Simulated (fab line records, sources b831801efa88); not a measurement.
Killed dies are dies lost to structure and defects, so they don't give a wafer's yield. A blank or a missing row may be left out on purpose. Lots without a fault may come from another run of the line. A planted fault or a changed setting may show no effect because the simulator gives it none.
Tool commonality check | flow sky130 | 12 lots, 36 wafers sampled

WHY IT WAS OPENED
At SKY_NWELL_TW_MEAS_26 the reading NWELL_2_TW is flagged on 3 of 12 lots. Wafers without a fault read 503.6, standard deviation 3.
Rule: a lot is flagged when every wafer of it that has a number lies more than 4 standard deviations from that mean, or none has a number. The other lots count as sound.

lot  | measured     | on            | NWELL_2_TW, wafer by wafer | flag
L251 | day 5 04:46  | film_metro-04 | 504.0 505.1 507.3          |
L254 | day 5 23:30  | film_metro-03 | 501.6 501.0 502.7          |
L255 | day 6 08:20  | film_metro-04 | 556.7 556.0 560.7          | FLAGGED
L256 | day 6 09:16  | film_metro-04 | 555.0 557.1 558.2          | FLAGGED
L257 | day 6 16:01  | film_metro-01 | 555.1 551.4 549.3          | FLAGGED
L264 | day 8 12:09  | film_metro-04 | 507.1 509.0 507.1          |
L265 | day 8 18:38  | film_metro-04 | 504.6 509.6 508.0          |
L266 | day 9 01:01  | film_metro-04 | 503.1 503.6 502.6          |
L269 | day 9 18:34  | film_metro-03 | 506.0 505.3 508.8          |
L270 | day 10 00:31 | film_metro-03 | 503.9 501.5 502.3          |
L271 | day 10 10:28 | film_metro-04 | 506.6 505.0 505.6          |
L274 | day 11 02:43 | film_metro-03 | 502.6 503.9 504.4          |
The numbers of the flagged lots are 555.5 on average: +51.9 against the usual, or +17 standard deviations.

WHICH TOOL RAN EACH LOT
The record holds 1 process step before the reading, out of a route of 708 steps. In each cell: the tool, then ch and the chambers that the sampled wafers went through, then the start.
lot  | flag    | SKY_PWDE_COAT_02
L251 |         | litho_track-03 ch 0, day 3 10:26
L254 |         | litho_track-04 ch 0, day 4 03:01
L255 | FLAGGED | litho_track-04, day 4 10:50
L256 | FLAGGED | litho_track-04, day 4 13:16
L257 | FLAGGED | litho_track-01, day 4 19:27
L264 |         | litho_track-01 ch 0, day 6 11:07
L265 |         | litho_track-03 ch 0, day 6 16:17
L266 |         | litho_track-04 ch 0, day 6 21:47
L269 |         | litho_track-01 ch 0, day 7 12:33
L270 |         | litho_track-01 ch 0, day 7 20:00
L271 |         | litho_track-01 ch 0, day 8 03:30
L274 |         | litho_track-01 ch 0, day 8 20:06
What these steps do:
- SKY_PWDE_COAT_02: resist thk 3000 nm.
- SKY_NWELL_TW_MEAS_26

FLAGGED OVER TOTAL, TOOL BY TOOL (the gauges that took the reading come last)
step                 | tool           | lots run | flagged | share of the flagged lots | sound lots run after its first flagged lot
SKY_PWDE_COAT_02     | litho_track-01 | 6        | 1       | some                      | 5 (L264,L269,L270,L271,L274)
SKY_PWDE_COAT_02     | litho_track-03 | 2        | 0       | none                      | -
SKY_PWDE_COAT_02     | litho_track-04 | 4        | 2       | some                      | 1 (L266)
SKY_NWELL_TW_MEAS_26 | film_metro-01  | 1        | 1       | some                      | 0
SKY_NWELL_TW_MEAS_26 | film_metro-03  | 4        | 0       | none                      | -
SKY_NWELL_TW_MEAS_26 | film_metro-04  | 7        | 2       | some                      | 4 (L264,L265,L266,L271)

WHAT THE TABLE ALLOWS
No row of the table ran every flagged lot.

WHAT THE SIMULATOR HAD PUT IN
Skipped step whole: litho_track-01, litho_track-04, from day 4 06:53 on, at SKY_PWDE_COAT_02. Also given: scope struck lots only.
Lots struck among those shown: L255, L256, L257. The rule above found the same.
